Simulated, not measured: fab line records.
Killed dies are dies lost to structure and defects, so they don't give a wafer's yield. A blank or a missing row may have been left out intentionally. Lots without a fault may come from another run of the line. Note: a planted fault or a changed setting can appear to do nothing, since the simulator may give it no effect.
Chamber matching :: flow sky130 :: 4 sister chambers for SKY_VIA2_CMP_24 on cmp-02
The step polishes, stops on SiO2, t overpolish 20 s, target thk 0 nm. 4 wafers are shown with their chamber, then 11 later ones without.

== WAFERS WITH THEIR CHAMBER ==
wafer: L083.3
chamber: 0
motor_current_A (A): 12.2

wafer: L086.4
chamber: 2
motor_current_A (A): 11.3

wafer: L086.5
chamber: 3
motor_current_A (A): 11.9

wafer: L089.1
chamber: 1
motor_current_A (A): 12.0

== WAFERS WHOSE CHAMBER IS MISSING ==
wafer: L089.2
motor_current_A (A): 10.4

wafer: L089.5
motor_current_A (A): 10.6

wafer: L093.3
motor_current_A (A): 11.5

wafer: L093.5
motor_current_A (A): 12.4

wafer: L093.6
motor_current_A (A): 12.3

wafer: L092.1
motor_current_A (A): 11.0

wafer: L092.4
motor_current_A (A): 12.3

wafer: L092.5
motor_current_A (A): 12.4

wafer: L097.1
motor_current_A (A): 12.0

wafer: L097.2
motor_current_A (A): 12.1

wafer: L097.5
motor_current_A (A): 12.1

== EACH ONE'S CHAMBER ==
wafer: L089.2
from the rows above: can't be placed: 2 or 3 or 1
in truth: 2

wafer: L089.5
from the rows above: can't be placed: 2 or 3 or 1
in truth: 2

wafer: L093.3
from the rows above: can't be placed: 2 or 3 or 1 or 0
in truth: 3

wafer: L093.5
from the rows above: can't be placed: 0 or 1 or 3
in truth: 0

wafer: L093.6
from the rows above: can't be placed: 0 or 1 or 3
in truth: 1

wafer: L092.1
from the rows above: can't be placed: 2 or 3 or 1
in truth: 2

wafer: L092.4
from the rows above: can't be placed: 0 or 1 or 3
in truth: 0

wafer: L092.5
from the rows above: can't be placed: 0 or 1 or 3
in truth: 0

wafer: L097.1
from the rows above: can't be placed: 1 or 3 or 0 or 2
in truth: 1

wafer: L097.2
from the rows above: can't be placed: 0 or 1 or 3 or 2
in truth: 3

wafer: L097.5
from the rows above: can't be placed: 0 or 1 or 3 or 2
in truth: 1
Placed correctly: 0 of 11. From these rows, 11 cannot be placed; in 11 the true chamber is one of the candidates. Placed wrongly: 0.
How it was worked out, from the rows above alone: a wafer's distance from a chamber is the root of the sum, over the readings, of the square of ((its reading less the chamber's mean) divided by the reading's scatter). If the next closest chamber is less than 2 further off than the closest, the wafer can't be placed; otherwise it belongs to the closest. For every chamber, the mean is computed from those of its wafers that are shown. The scatter (one wafer shown for each chamber): square how far every hidden wafer sits from the nearest shown wafer, average those squares and take the square root.
